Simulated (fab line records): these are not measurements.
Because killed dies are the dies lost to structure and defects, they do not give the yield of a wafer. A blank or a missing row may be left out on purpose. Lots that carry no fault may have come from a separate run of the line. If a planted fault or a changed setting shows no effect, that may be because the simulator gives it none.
Check for tools in common -- flow sky130 -- 10 lots, 30 wafers sampled

THE REASON FOR OPENING IT
At SKY_VIA1_RS_MEAS_22 the reading VIA1_W_RS is flagged on 2 of 10 lots. Fault-free wafers read 0.427 ohm/sq, with a standard deviation of 0.0039.
Rule: flag the lot when none of its wafers has a number, or when each of its wafers that has one lies beyond 4 standard deviations from that mean. The other lots count as sound.

lot,measured,on,"VIA1_W_RS (ohm/sq), wafer by wafer",flag
L111,day 34 07:53,filmMetro-02,0.426 0.428 0.432,
L115,day 35 13:57,filmMetro-03,0.429 0.425 0.424,
L116,day 35 16:11,filmMetro-02,0.424 0.424 0.429,
L117,day 36 02:17,filmMetro-01,0.424 0.432 0.427,
L118,day 36 20:37,filmMetro-03,0.428 0.436 0.433,
L119,day 36 20:40,filmMetro-01,0.429 0.424 0.430,
L123,day 38 04:22,filmMetro-03,0.385 0.382 0.387,FLAGGED
L125,day 38 15:26,filmMetro-01,0.381 0.376 0.385,FLAGGED
L131,day 40 08:34,filmMetro-01,0.423 0.426 0.429,
L132,day 41 01:32,filmMetro-03,0.424 0.427 0.428,
The mean of the flagged lots' numbers is 0.383 ohm/sq, -0.044 ohm/sq from the usual (-11 standard deviations).

WHICH TOOL RAN EACH LOT
Before the reading, the record contains 2 process steps out of a 708-step route. Cell contents, in order: the tool; ch with the chambers the sampled wafers went through; the start.
lot,flag,SKY_CONTACT_CMP_27,SKY_VIA1_CVD_21
L111,,"cmp-02 ch 0,1, day 31 23:20","cvdW-02 ch 0,1, day 34 07:47"
L115,,"cmp-01 ch 0,3, day 33 07:34","cvdW-02 ch 0,1, day 35 13:49"
L116,,"cmp-01 ch 1,2, day 33 10:01","cvdW-01 ch 0,1, day 35 16:05"
L117,,"cmp-01 ch 0,1,2, day 33 19:14","cvdW-02 ch 0,1, day 36 02:11"
L118,,"cmp-02 ch 0,3, day 34 13:57","cvdW-01 ch 0,1, day 36 20:31"
L119,,"cmp-02 ch 0,1,2, day 34 14:25","cvdW-02 ch 0,1, day 36 20:35"
L123,FLAGGED,"cmp-02 ch 0,1,3, day 35 20:49","cvdW-02 ch 0,1, day 38 04:16"
L125,FLAGGED,"cmp-01 ch 0,1,3, day 36 09:59","cvdW-02 ch 0,1, day 38 15:20"
L131,,"cmp-02 ch 1,2,3, day 38 04:09","cvdW-01 ch 0,1, day 40 08:28"
L132,,"cmp-01 ch 0,2,3, day 38 21:46","cvdW-01 ch 0,1, day 41 01:26"
These steps, and what they do:
- SKY_CONTACT_CMP_27: polishes, stops on SiO2, t overpolish 15 s, target thk 0 nm.
- SKY_VIA1_CVD_21: deposits W, target thk 270 nm, time 80.902 s.
- SKY_VIA1_RS_MEAS_22: measures by four-point-probe.

FLAGGED OVER TOTAL, TOOL BY TOOL (the gauges that took the reading come last)
step,tool,lots run,flagged,share of the flagged lots,sound lots run after its first flagged lot
SKY_CONTACT_CMP_27,cmp-01,5,1,some,1 (L132)
SKY_CONTACT_CMP_27,cmp-02,5,1,some,1 (L131)
SKY_VIA1_CVD_21,cvdW-01,4,0,none,-
SKY_VIA1_CVD_21,cvdW-02,6,2,all,0
SKY_VIA1_RS_MEAS_22,filmMetro-01,4,1,some,1 (L131)
SKY_VIA1_RS_MEAS_22,filmMetro-02,2,0,none,-
SKY_VIA1_RS_MEAS_22,filmMetro-03,4,1,some,1 (L132)

WHAT THE TABLE ALLOWS
In the table, 1 row covers all flagged lots: cvdW-02 at SKY_VIA1_CVD_21.
- cvdW-02 at SKY_VIA1_CVD_21 ran 6 lots, 2 of them flagged. It ran its last sound lot, L119, at day 36 20:35 and its first flagged lot, L123, at day 38 04:16: a fault with its onset between the two fits. Its own readings (chamberPressureTorr) fall more than 4 standard deviations out on all wafers of the flagged lots.
One tool is left: cvdW-02 at SKY_VIA1_CVD_21.

WHAT THE SIMULATOR HAD INSERTED
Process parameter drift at SKY_VIA1_CVD_21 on cvdW-02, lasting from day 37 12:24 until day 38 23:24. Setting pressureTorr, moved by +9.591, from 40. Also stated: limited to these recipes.
Lots struck among those shown: L123, L125. This agrees with what the rule above found.
